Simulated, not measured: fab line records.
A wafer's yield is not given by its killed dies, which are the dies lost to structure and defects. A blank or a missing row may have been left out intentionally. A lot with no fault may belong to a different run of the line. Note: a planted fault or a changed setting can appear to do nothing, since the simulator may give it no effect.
A lot that was struck, set against a sound lot + flow sky130 + 38 steps out of a route of 708
Sound: wafers L965.3, L965.4, L965.5. The struck wafers were L956.3, L956.5, L956.6. The cause is given at the end.
Each step with rows lists, per side, the tool, then ch with its chambers, then its first start. Under that, the readings that differ: sound wafers + struck wafers + difference of the means + sigmas: that difference in standard deviations of wafers without a fault.
alike: words and numbers the same on both sides, and readings whose means are apart by under 2 such deviations; not compared: readings that were withheld, readings missing a value for some wafer, numbers with overlapping values and no deviation given by the record, and bounds like >300 which may hide the same value.
Wherever a step has rows on one side only, a row that says differs or no value, or a row with sigmas, the two part there. Non-overlapping numbers with no deviation appear without sigmas and do not part them. Lack of a reading on every wafer of one side parts them only where that side has two or more wafers.

first, 9 steps without rows for these wafers: SKY_VIA2_SPUTTER_20 (material TiN, target thk 20 nm, time 80 s); SKY_VIA2_CVD_21 (deposits W, target thk 420 nm, time 126.4 s); SKY_VIA2_CMP_24 (polishes, stops on SiO2, t overpolish 20 s, target thk 0 nm); SKY_METAL3_SPUTTER_00 (material Ti, target thk 15 nm, time 10 s); SKY_METAL3_SPUTTER_01 (material TiN, target thk 20 nm, time 16.7 s); SKY_METAL3_SPUTTER_02 (material AlCu, target thk 735 nm, time 39.1 s); SKY_METAL3_SPUTTER_03 (material Ti, target thk 5 nm, time 3.3 s); SKY_METAL3_SPUTTER_04 (material TiN, target thk 70 nm, time 58.3 s); SKY_CAPM_CVD_00 (deposits SiO2, target thk 15.5 nm).
SKY_CAPM_SPUTTER_02: material TiN, target thk 200 nm, time 166.7 s.
  sound: pvd sputter-04 at day 42 03:10; struck: pvd sputter-03 at day 39 04:49
| reading                                  | sound                | struck               | difference | sigmas      |
|------------------------------------------|----------------------|----------------------|------------|-------------|
| cathode dc power W (W)                   | 6497.2 6501.3 6500.4 | 5714.5 5713.2 5715.8 | -785.1     | -99 or more |
| model.TiN_of_CAPM_SPUTTER_02.thk nm (nm) | 196.5 196.2 198.6    | 176.6 173.9 176.6    | -21.4      |             |
  alike: chamber pressure pa, throttle valve pct
SKY_CAPM_RS_MEAS_03: the measuring method here is four-point-probe.
  sound: film metro-04 at day 42 03:19; struck: film metro-02 at day 39 04:58
| reading              | sound          | struck         | difference | sigmas |
|----------------------|----------------|----------------|------------|--------|
| CAPM_TIN_RS (ohm/sq) | 7.03 7.05 6.95 | 7.84 7.98 7.85 | +0.88      | +10    |
SKY_CAPM_THK_MEAS_04: measures by xrf.
  sound: film metro-04 at day 42 03:25; struck: film metro-02 at day 39 05:04
| reading           | sound             | struck            | difference | sigmas |
|-------------------|-------------------|-------------------|------------|--------|
| CAPM_TIN_THK (nm) | 192.4 193.0 195.6 | 173.3 172.1 173.9 | -20.6      | -8     |
then, 7 steps without rows for these wafers: SKY_CAPM_DEHYDRATE_05 (time 60 s); SKY_CAPM_HMDS_06 (prime time 60 s); SKY_CAPM_COAT_07 (resist thk 1140 nm); SKY_CAPM_SOFTBAKE_08 (time 60 s); SKY_CAPM_EXPOSE_09 (exposes mask CAPM, target cd 1000 nm); SKY_CAPM_PEB_10; SKY_CAPM_DEVELOP_11 (develop time 60 s).
SKY_CAPM_METAL_ETCH_13: etches TiN in Cl2/BCl3, stops on SiO2, target depth 220 nm, time 62.9 s.
  sound on rie metal-04 ch 0,1, day 43 01:46; struck on rie metal-03 ch 0,1, day 40 06:13
| reading                     | sound                | struck               | difference | sigmas |
|-----------------------------|----------------------|----------------------|------------|--------|
| drypump motor current A (A) | 6.25 5.77 6.28       | 5.37 5.76 5.37       | -0.60      | -2     |
| oes product au (a.u.)       | 0.927 0.931 0.933    | 0.863 0.861 0.871    | -0.065     | -8     |
| throttle valve pct (%)      | 21.896 21.905 21.909 | 21.944 21.945 21.949 | +0.043     | +4     |
  alike: chamber pressure mTorr
  not compared: rf hours counter h
then, 16 steps without rows for these wafers: SKY_CAPM_STRIP_14 (strips in O2/N2); SKY_CAPM_STRIP_15 (strips in post etch residue remover, time 1200 s); SKY_CAPM_CLEAN_16 (cleans in IPA, time 180 s); SKY_CAPM_CLEAN_17 (cleans in O3/DIW); SKY_METAL3_DEHYDRATE_05 (time 60 s); SKY_METAL3_HMDS_06 (prime time 60 s); SKY_METAL3_COAT_07 (resist thk 60 nm); SKY_METAL3_COAT_08 (resist thk 1140 nm); SKY_METAL3_SOFTBAKE_09 (time 90 s); SKY_METAL3_EXPOSE_10 (exposes mask MM3, target cd 300 nm); SKY_METAL3_PEB_11; SKY_METAL3_DEVELOP_12 (develop time 60 s); SKY_METAL3_DESCUM_15 (chemistry O2, time 8 s); SKY_METAL3_ETCH_16 (etches BARC in N2/H2, stops on SiO2, time 88.2 s, target depth 60 nm); SKY_METAL3_ETCH_17 (etches SiO2 in C4F8/O2/Ar, stops on TiN, time 3.9 s, target depth 15 nm); SKY_METAL3_METAL_ETCH_18 (etches the open film in Cl2/BCl3, stops on SiO2, target depth 845 nm, time 183.1 s).
SKY_METAL3_STRIP_20: strips in post etch residue remover, time 1200 s.
  sound on wet bench-01 ch 1, day 44 01:44; struck on wet bench-04 ch 3, day 41 07:23
| reading                                  | sound             | struck            | difference | sigmas |
|------------------------------------------|-------------------|-------------------|------------|--------|
| model.TiN_of_CAPM_SPUTTER_02.thk nm (nm) | 195.7 195.4 197.8 | 175.8 173.1 175.8 | -21.4      |        |
  alike: temp c
-- the record jumps here: 7 days lie between the struck wafers' starts before and after (it left off in module METAL3 and takes up again in module PAD_OPEN, whose first step shown is number 708 of the route) --
SKY_PAD_OPEN_PROBE_99:
  sound: prober-02 at day 50 05:43; struck: prober-01 at day 48 03:45
| reading                          | sound             | struck            | difference | sigmas |
|----------------------------------|-------------------|-------------------|------------|--------|
| sort_bin_6_memory (%)            | 3.7 5.3 4.7       | 6.5 4.9 9.6       | +2.4       | +2     |
| model.etest.cap mim.plate ohm sq | 6.084 6.164 6.096 | 6.848 6.921 6.789 | +0.738     |        |
  alike: defect limited yield, killed_at_M0_to_M3, killed_at_M4_up, killed at contacts, killed at front end, killed at other, killed dies, killed open, killed short, sort_bin_3_pad_short, sort_bin_5_function, sort n pass, sort yield pct
  not compared: model.etest.cap mim.bv v, model.etest.cap mim.leak log10 a cm2

WHERE THEY PART
Earliest at SKY_CAPM_SPUTTER_02; latest, in this record, at SKY_PAD_OPEN_PROBE_99.

WHY: whatever the simulator had introduced
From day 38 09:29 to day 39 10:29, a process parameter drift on pvd sputter-03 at SKY_CAPM_SPUTTER_02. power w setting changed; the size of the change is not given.
